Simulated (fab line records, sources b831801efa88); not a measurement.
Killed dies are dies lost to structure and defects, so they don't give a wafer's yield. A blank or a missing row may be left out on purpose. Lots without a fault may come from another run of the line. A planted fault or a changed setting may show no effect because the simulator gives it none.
Chamber matching | flow sfq_line | SFQ_TRILAYER_I4_CMP_CMP_100 on cmp-02: 4 sister chambers
The step polishes SiO2. 18 wafers are shown with their chamber, then 8 later ones without.

WAFERS WITH THEIR CHAMBER
wafer  | chamber | motor_current_A (A) | time_to_endpoint_s (s) | edge_zone_pressure_frac
L367.1 | 1       | 10.6                | 219                    | 1.000
L367.3 | 3       | 10.5                | 218                    | 0.992
L367.6 | 1       | 11.0                | 229                    | 1.001
L368.4 | 2       | 11.6                | 203                    | 1.008
L368.5 | 0       | 8.7                 | 220                    | 0.998
L368.6 | 1       | 10.7                | 233                    | 1.005
L369.1 | 0       | 8.1                 | 227                    | 1.002
L369.3 | 3       | 11.0                | 216                    | 1.001
L369.5 | 3       | 9.8                 | 218                    | 0.997
L370.3 | 3       | 10.6                | 218                    | 1.000
L370.6 | 3       | 10.4                | 233                    | 1.005
L371.2 | 3       | 10.3                | 214                    | 1.003
L371.5 | 2       | 11.6                | 220                    | 1.005
L371.6 | 1       | 10.7                | 244                    | 1.005
L372.2 | 0       | 8.0                 | 225                    | 1.008
L372.3 | 3       | 10.4                | 222                    | 0.999
L372.6 | 0       | 8.6                 | 247                    | 0.999
L383.3 | 3       | 10.1                | 224                    | 0.998

SIGNATURES (means of the wafers above)
reading                 | chamber 0 | chamber 1 | chamber 2 | chamber 3 | scatter within a chamber
motor_current_A         | 8.350     | 10.750    | 11.600    | 10.387    | 0.308
time_to_endpoint_s      | 229.75    | 231.25    | 211.50    | 220.38    | 9.02
edge_zone_pressure_frac | 1.00175   | 1.00275   | 1.00650   | 0.99937   | 0.00374
Rule: a wafer's distance from a chamber is the root of the sum, over the readings, of the square of ((its reading less the chamber's mean) divided by the reading's scatter). The wafer belongs to the nearest chamber; if the next one is less than 2 further off, it can't be placed. The scatter: the root of (the sum of the squares of (reading less its chamber's mean) over the shown wafers, divided by (wafers less chambers)).

WAFERS WITHOUT THEIR CHAMBER
wafer  | motor_current_A (A) | time_to_endpoint_s (s) | edge_zone_pressure_frac
L383.5 | 11.1                | 218                    | 1.000
L383.6 | 10.6                | 235                    | 0.992
L384.2 | 8.6                 | 225                    | 0.999
L384.3 | 11.1                | 219                    | 0.997
L384.4 | 10.9                | 220                    | 1.000
L385.1 | 8.6                 | 225                    | 1.000
L385.2 | 11.0                | 215                    | 1.002
L385.3 | 10.9                | 226                    | 1.002

WHICH CHAMBER EACH WENT THROUGH
wafer  | from the rows above          | in truth
L383.5 | can't be placed: 1 or 3 or 2 | 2
L383.6 | can't be placed: 3 or 1      | 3
L384.2 | 0                            | 0
L384.3 | can't be placed: 1 or 3 or 2 | 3
L384.4 | can't be placed: 1 or 3 or 2 | 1
L385.1 | 0                            | 0
L385.2 | can't be placed: 1 or 3 or 2 | 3
L385.3 | can't be placed: 1 or 3      | 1
Placed correctly: 2 of 8. Can't be placed from these rows: 6 (the true chamber is among the candidates in 6). Placed wrongly: 0.
